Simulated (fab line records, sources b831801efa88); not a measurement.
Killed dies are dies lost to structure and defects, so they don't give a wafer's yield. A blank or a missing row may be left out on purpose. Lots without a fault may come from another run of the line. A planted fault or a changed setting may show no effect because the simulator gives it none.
Problem report in the 8D (eight disciplines) form, filled by code | flow gf180mcu | the parts of the form that need people (team, actions taken, sign-off) are left out

1. THE PROBLEM
VT_IMPLANT_4_TW at GF_VT_IMPLANT_TW_MEAS_43 reads a mean of 734 on 6 wafers of 2 lots; wafers without a fault read 689 with a standard deviation of 3.7. That is +12 standard deviations from the usual mean.
First seen on wafer L264.2, day 11 13:11, on film_metro-02. The record holds 39 wafers of 13 lots with a number at this step. Rule for "out", or "out of limits": more than 4 standard deviations from the usual mean. The other wafers with a number count as sound.

2. WHAT IT IS AND WHAT IT IS NOT
question                    | is                     | is not
which readings at this step | VT_IMPLANT_4_TW        | -
which lots                  | L264, L267             | L251, L252, L254, L255, L257, L259, L260, L262, L266, L272, L273
which wafers of those lots  | all that have a number | -
read on which gauges        | film_metro-02          | film_metro-01, film_metro-03
when                        | from day 11 13:11      | up to then (24 sound wafers); but 9 sound wafers of L266, L272, L273 came after

3. SUSPECTS, AND WHAT RULES EACH OUT
Counting: a tool at a process step up to the reading stays a suspect if it ran every lot that is out and no sound lot after the first of them.
- the gauge at GF_VT_IMPLANT_TW_MEAS_43: ruled out. All the wafers that are out were read on film_metro-02, but those of them that GF_VT_IMPLANT_IMPLANT_41 has rows for are out there too, on other tools.
- implanter-02 at GF_VT_IMPLANT_IMPLANT_41: kept. It ran every lot that is out, first L264 (day 11 12:57), and no sound lot after that; its last sound lot up to then is L262 (day 10 21:36). Its own readings are out on those wafers: dose_ions_cm2, faraday_current_uA.
Left after counting: implanter-02 at GF_VT_IMPLANT_IMPLANT_41.

4. THE CAUSE (what the simulator had put in)
Process parameter drift: implanter-02, from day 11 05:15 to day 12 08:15, at GF_VT_IMPLANT_IMPLANT_41. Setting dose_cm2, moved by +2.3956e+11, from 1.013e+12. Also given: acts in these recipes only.
Counting left only this tool.

5. THE CHAIN OF EFFECTS, in route order
Each row: a reading whose mean over the struck wafers that have a number lies more than 3 standard deviations from the usual. Only readings for which the record gives a usual standard deviation are gone through. hours: the time from each lot's start at the first step in this table that gives one to its start at this step, as a median over the lots. sigmas: the change in usual standard deviations.
hours | step                     | reading            | usual     | on struck wafers | change     | sigmas
0     | GF_VT_IMPLANT_IMPLANT_41 | dose_ions_cm2      | 1.013e+12 | 1.252e+12        | +2.394e+11 | +99 or more
0     | GF_VT_IMPLANT_IMPLANT_41 | faraday_current_uA | 5.73      | 7.07             | +1.34      | +14
0     | GF_VT_IMPLANT_TW_MEAS_43 | VT_IMPLANT_4_TW    | 689       | 734              | +46        | +12
The process steps in it:
- GF_VT_IMPLANT_IMPLANT_41
Later measuring or inspecting steps at which every struck wafer that the step has a row for has a number for every such reading, and none has moved that far: GF_CONTACT_BOW_MEAS_05.

6. WHAT WOULD HAVE CAUGHT IT SOONER
In this record the first reading out of limits at a measuring or inspecting step was taken at day 11 13:11, 8 hours after the fault began at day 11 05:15.
The tool's own readings at GF_VT_IMPLANT_IMPLANT_41 were out on every struck wafer that the step has a row for (dose_ions_cm2, faraday_current_uA): an alarm limit on them would have fired on the first of those.
Of the lots that are out (2), L267 began GF_VT_IMPLANT_IMPLANT_41 on implanter-02 after day 11 13:11. A hold on the tool at that time would have spared it.
